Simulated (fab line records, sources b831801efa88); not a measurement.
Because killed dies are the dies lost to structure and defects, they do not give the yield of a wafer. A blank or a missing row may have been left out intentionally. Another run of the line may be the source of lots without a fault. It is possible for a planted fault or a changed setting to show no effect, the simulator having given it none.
A struck lot beside a sound one	flow gf180mcu	31 steps out of a route of 602
Sound: the wafers L590.1, L590.3, L590.4. The struck wafers were L584.1, L584.3, L584.5. The cause comes at the end.
Per side, at each step with rows, come the tool, then ch with its chambers, and then its first start. Under that, the readings that differ: sound wafers	struck wafers	difference of the means	sigmas: that difference in standard deviations of wafers without a fault.
alike: words and numbers the same on both sides, and readings whose means are apart by under 2 such deviations; not compared: readings that were withheld, readings missing a value for some wafer, numbers with overlapping values and no deviation given by the record, and bounds like >300 which may hide the same value.
A row with sigmas, a row that says differs or no value, or rows on one side alone: a step with any of these is where the two part. Numbers that don't overlap but have no deviation are shown without sigmas and don't part them. Lack of a reading on every wafer of one side parts them only where that side has two or more wafers.

first, 7 steps without rows for these wafers: GF_HV_LDD_DEHYDRATE_24 (time 60 s); GF_HV_LDD_HMDS_25 (prime time 60 s); GF_HV_LDD_COAT_26 (resist thk 1000 nm); GF_HV_LDD_SOFTBAKE_27 (time 60 s); GF_HV_LDD_EXPOSE_28 (exposes mask Nplus HV AREA, target cd 400 nm); GF_HV_LDD_PEB_29; GF_HV_LDD_DEVELOP_30 (develop time 60 s).
GF_HV_LDD_CD_MEAS_31: the cd target is 400 nm.
  sound: cd sem-02 at day 16 19:26; struck: cd sem-02 at day 14 19:11
  alike: cd nm
GF_HV_LDD_OVL_MEAS_32:
  sound: overlay-01 at day 16 19:33; struck: overlay-01 at day 14 19:18
  alike: HV_LDD_02_OVL
then, 3 steps without rows for these wafers: GF_HV_LDD_IMPLANT_33; GF_HV_LDD_IMPLANT_34; GF_HV_LDD_IMPLANT_35.
GF_HV_LDD_IMPLANT_36:
  sound on implanter-01 ch 0, day 16 20:02; struck on implanter-04, day 14 19:47
  no value came back on the struck wafers for beam energy keV, beam on s (s), dose ions cm2; on the sound wafers beam energy keV reads 60.017 59.998 60.036
GF_HV_LDD_STRIP_37: strips in O2/N2.
  sound on plasma asher-04 ch 0,1, day 16 20:11; struck on plasma asher-02 ch 0,1, day 14 19:56
  alike: drypump motor current A, heater power w, oes product au, strip time to endpoint s
  not compared: rf hours counter h
GF_HV_LDD_TW_MEAS_38:
  sound: film metro-04 at day 16 20:17; struck: film metro-03 at day 14 20:02
reading	sound	struck	difference	sigmas
HV_LDD_3_TW	1429 1427 1425	1315 1313 1310	-114	-10
then, 7 steps without rows for these wafers: GF_HV_LDD_DEHYDRATE_39 (time 60 s); GF_HV_LDD_HMDS_40 (prime time 60 s); GF_HV_LDD_COAT_41 (resist thk 1000 nm); GF_HV_LDD_SOFTBAKE_42 (time 60 s); GF_HV_LDD_EXPOSE_43 (exposes mask Pplus HV AREA, target cd 400 nm); GF_HV_LDD_PEB_44; GF_HV_LDD_DEVELOP_45 (develop time 60 s).
GF_HV_LDD_CD_MEAS_46: the cd target is 400 nm.
  sound: cd sem-01 at day 17 19:34; struck: cd sem-02 at day 15 17:43
  alike: cd nm
GF_HV_LDD_OVL_MEAS_47:
  sound: overlay-02 at day 17 19:41; struck: overlay-01 at day 15 17:50
  alike: HV_LDD_03_OVL
then, 1 step without rows for these wafers: GF_HV_LDD_IMPLANT_48.
GF_HV_LDD_STRIP_49: strips in O2/N2.
  sound on plasma asher-02 ch 0,1, day 17 19:52; struck on plasma asher-04 ch 0,1, day 15 18:01
  alike: drypump motor current A, heater power w, oes product au, strip time to endpoint s
  not compared: rf hours counter h
GF_HV_LDD_TW_MEAS_50:
  sound: film metro-03 at day 17 19:58; struck: film metro-03 at day 15 18:07
  alike: HV_LDD_4_TW
then, 1 step without rows for these wafers: GF_HV_LDD_CLEAN_51 (cleans in SC1/SC2, time 150 s).
GF_HV_LDD_RTA_52: time 10 s.
  sound on rtp anneal-02 ch 0, day 17 20:04; struck on rtp anneal-02 ch 0, day 15 18:13
  alike: lamp power pct, wafer_temp_C_max
GF_HV_LDD_RS_MEAS_53: a four-point-probe measurement.
  sound: film metro-04 at day 17 20:08; struck: film metro-03 at day 15 18:17
reading	sound	struck	difference	sigmas
HV_LDD_RS (ohm/sq)	418.9 419.1 418.5	441.0 440.6 439.8	+21.6	+24
then, 1 step without rows for these wafers: GF_HV_LDD_CVD_54 (deposits SiO2 from TEOS, target thk 10 nm, time 75 s).

WHERE THEY PART
Earliest at GF_HV_LDD_IMPLANT_36; latest, in this record, at GF_HV_LDD_RS_MEAS_53.

WHY: whatever the simulator had introduced
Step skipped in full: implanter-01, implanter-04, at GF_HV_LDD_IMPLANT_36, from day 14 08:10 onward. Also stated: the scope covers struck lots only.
